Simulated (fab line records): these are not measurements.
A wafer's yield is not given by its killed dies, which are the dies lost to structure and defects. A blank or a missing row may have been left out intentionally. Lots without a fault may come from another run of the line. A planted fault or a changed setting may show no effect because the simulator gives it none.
8D (eight disciplines) problem report, filled in by code ; flow sky130 ; the parts of the form that need people (team, actions taken, sign-off) are left out

== 1. PROBLEM STATEMENT ==
GATE_OXIDE_OXIDATION_00_THK at SKY_GATE_OXIDE_THK_MEAS_02 reads a mean of 13.46 nm on 6 wafers of 2 lots; wafers without a fault read 10.25 nm with a standard deviation of 0.18. Measured from the usual mean, that is +18 standard deviations.
Earliest sighting: wafer L327.2 on film-metro-02 at day 17 18:52. The record holds 39 wafers of 13 lots with a number at this step. Rule for "out", or "out of limits": more than 4 standard deviations from the usual mean. All remaining wafers that have a number are taken as sound.

== 2. WHAT IT IS; WHAT IT IS NOT ==
question;is;is not
which readings at this step;GATE_OXIDE_OXIDATION_00_THK;-
which lots;L327, L328;L312, L313, L314, L315, L316, L317, L320, L321, L325, L334, L335
which wafers of those lots;all that have a number;-
read on which gauges;film-metro-01, film-metro-02;film-metro-03
when;from day 17 18:52;"up to then (27 sound wafers); but 6 sound wafers of L334, L335 came after"

== 3. THE SUSPECTS, EACH WITH WHAT RULES IT OUT ==
Counting: a tool at any process step up to the reading remains a suspect when it ran all the lots that are out and ran no sound lot after the first of those.
- the gauge at SKY_GATE_OXIDE_THK_MEAS_02 has been ruled out. Those wafers that are out were read across 2 gauges (film-metro-01, film-metro-02).
- furnace-01 at SKY_GATE_OXIDE_OXIDATION_01 (stabilise 600 s, purge 300 s, target thk 10.268 nm): ruled out as a lasting fault. The sound lots L335 went through it after L327, its earliest lot that is out (day 17 17:27).
Left after counting: nothing in the record.

== 4. THE CAUSE (what the simulator had put in) ==
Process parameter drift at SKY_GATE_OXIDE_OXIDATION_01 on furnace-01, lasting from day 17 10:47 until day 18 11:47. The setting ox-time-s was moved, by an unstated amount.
The count ruled it out by mistake, since the rule takes a fault to strike every lot its tool runs from the start of the fault on, and this one did not do so.

== 5. THE EFFECT CHAIN, in route order ==
Each row: a reading whose mean over the struck wafers that have a number lies more than 3 standard deviations from the usual. Only readings whose record carries a usual standard deviation are examined. hours: median over the lots of the time between each lot's start at the first step of this table that gives one and its start at this step. sigmas: the change, counted in usual standard deviations.
hours;step;reading;usual;on struck wafers;change;sigmas
0;SKY_GATE_OXIDE_THK_MEAS_02;GATE_OXIDE_OXIDATION_00_THK;10.25 nm;13.46;+3.21;+18
Later steps that measure or inspect, where all struck wafers having a row at the step show a number for every such reading and not one has moved that far: SKY_VIA1_THK_MEAS_01.

== 6. HOW IT WOULD HAVE BEEN CAUGHT EARLIER ==
In this record the first reading out of limits at a measuring or inspecting step was taken at day 17 18:52, 8 hours after the fault began at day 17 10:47.
Tool readings at SKY_GATE_OXIDE_OXIDATION_01 with a usual standard deviation given in the record: none out on any struck wafer, hence no alarm at a limit of 4 standard deviations on them.
